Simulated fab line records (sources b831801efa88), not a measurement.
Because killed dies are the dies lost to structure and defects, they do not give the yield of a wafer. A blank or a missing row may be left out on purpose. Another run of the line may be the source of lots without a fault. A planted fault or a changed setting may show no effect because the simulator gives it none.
Lot-split experiment / flow gf180mcu / 11 wafers read across 5 lots, on a route 602 steps long

== SPLIT DETAILS ==
At GF_PASSIVATION_DEVELOP_10 (develop time 60 s), the setting develop_time_s was moved away from the recipe's 60 s on 6 of the 11 wafers read, by -14.5% to +6.9%. For the rest of the wafers, this setting stayed at what the recipe calls for.

The file shows no step between the split and the reading.

== THE READING ==
etch.depth_nm (the simulator's own value, which no gauge read), in nm, at GF_PASSIVATION_ETCH_11 (etches the open film in CF4/O2, stops on TiN, target depth 1800 nm, time 400 s). The file does not state a usual value for it. Average 1708 nm, standard deviation 39 nm, over the 5 wafers here run with the recipe.

wafer=L076.2; tool, chamber at the split=litho_track-03, 0; develop_time_s as run, s=60; against the recipe=recipe; etch.depth_nm, nm=1688; against lot-mates on the recipe=-
wafer=L076.3; tool, chamber at the split=litho_track-03, 0; develop_time_s as run, s=60; against the recipe=recipe; etch.depth_nm, nm=1670; against lot-mates on the recipe=-
wafer=L076.4; tool, chamber at the split=litho_track-03, 0; develop_time_s as run, s=60; against the recipe=recipe; etch.depth_nm, nm=1698; against lot-mates on the recipe=-
wafer=L077.3; tool, chamber at the split=litho_track-03, 0; develop_time_s as run, s=64.13; against the recipe=+6.9%; etch.depth_nm, nm=1675; against lot-mates on the recipe=-107
wafer=L077.5; tool, chamber at the split=litho_track-03, 0; develop_time_s as run, s=60; against the recipe=recipe; etch.depth_nm, nm=1782; against lot-mates on the recipe=-
wafer=L080.1; tool, chamber at the split=litho_track-03, 0; develop_time_s as run, s=51.28; against the recipe=-14.5%; etch.depth_nm, nm=1686; against lot-mates on the recipe=no lot-mate on the recipe
wafer=L080.2; tool, chamber at the split=litho_track-03, 0; develop_time_s as run, s=51.28; against the recipe=-14.5%; etch.depth_nm, nm=1694; against lot-mates on the recipe=no lot-mate on the recipe
wafer=L080.6; tool, chamber at the split=litho_track-03, 0; develop_time_s as run, s=51.28; against the recipe=-14.5%; etch.depth_nm, nm=1702; against lot-mates on the recipe=no lot-mate on the recipe
wafer=L082.6; tool, chamber at the split=litho_track-02, 0; develop_time_s as run, s=62.59; against the recipe=+4.3%; etch.depth_nm, nm=1573; against lot-mates on the recipe=no lot-mate on the recipe
wafer=L083.3; tool, chamber at the split=litho_track-03, 0; develop_time_s as run, s=62.75; against the recipe=+4.6%; etch.depth_nm, nm=1683; against lot-mates on the recipe=-20
wafer=L083.4; tool, chamber at the split=litho_track-03, 0; develop_time_s as run, s=60; against the recipe=recipe; etch.depth_nm, nm=1703; against lot-mates on the recipe=-

FIT RESULTS
A straight line over all 11 wafers: etch.depth_nm changes by -1.39 nm for each +1% of develop_time_s; r = -0.23; the points scatter about the line by 49 nm.
The same after taking each lot's own level away (the mean of its wafers on the recipe; 7 wafers): -12.5 nm for each +1%; r = -0.88; scatter 21 nm.
According to that fit, moving develop_time_s by its largest amount changes the reading by 1.8e+02 nm.
From 1685.3 to 1782.0 nm: that is the span of the lots' own levels, equal to 2.5 times the standard deviation above.
So the lot-to-lot level blurs the effect unless lot-mates are compared.
Check: -30 nm against its lot-mates is what the line predicts for one of the wafers moved furthest among these (+6.9%) when that wafer is left out of the fit. Against them it came out at -107 nm.

== ADDITIONAL SPLITS CARRIED BY THESE WAFERS ==
These wafers also went through other splits before the reading. Each is held against what the fit with the lots' levels taken away leaves over:
other split on the same wafers=GF_V4_ETCH_17 bias_w; wafers away from the commonest value=2; r with etch.depth_nm (lot level and that fit taken away)=+0.05
other split on the same wafers=GF_V4_CVD_23 pressure_torr; wafers away from the commonest value=4; r with etch.depth_nm (lot level and that fit taken away)=-
other split on the same wafers=GF_MIM_SPUTTER_09 power_w; wafers away from the commonest value=0; r with etch.depth_nm (lot level and that fit taken away)=-
other split on the same wafers=GF_MIM_EXPOSE_16 dose_mj; wafers away from the commonest value=3; r with etch.depth_nm (lot level and that fit taken away)=-0.05
other split on the same wafers=GF_V5_CMP_04 leave_above_ref_nm; wafers away from the commonest value=2; r with etch.depth_nm (lot level and that fit taken away)=+0.05
other split on the same wafers=GF_V5_SOFTBAKE_10 time_s; wafers away from the commonest value=3; r with etch.depth_nm (lot level and that fit taken away)=-0.07
other split on the same wafers=GF_V5_SPUTTER_21 time_s; wafers away from the commonest value=4; r with etch.depth_nm (lot level and that fit taken away)=+0.46
other split on the same wafers=GF_TOP_METAL_COAT_09 resist_thk_nm; wafers away from the commonest value=3; r with etch.depth_nm (lot level and that fit taken away)=-0.05
other split on the same wafers=GF_PASSIVATION_CVD_00 time_s; wafers away from the commonest value=2; r with etch.depth_nm (lot level and that fit taken away)=-0.05

== FILE'S OWN FIT ==
etch.depth_nm changes by -12.1 nm for each +1% of develop_time_s, r = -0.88.
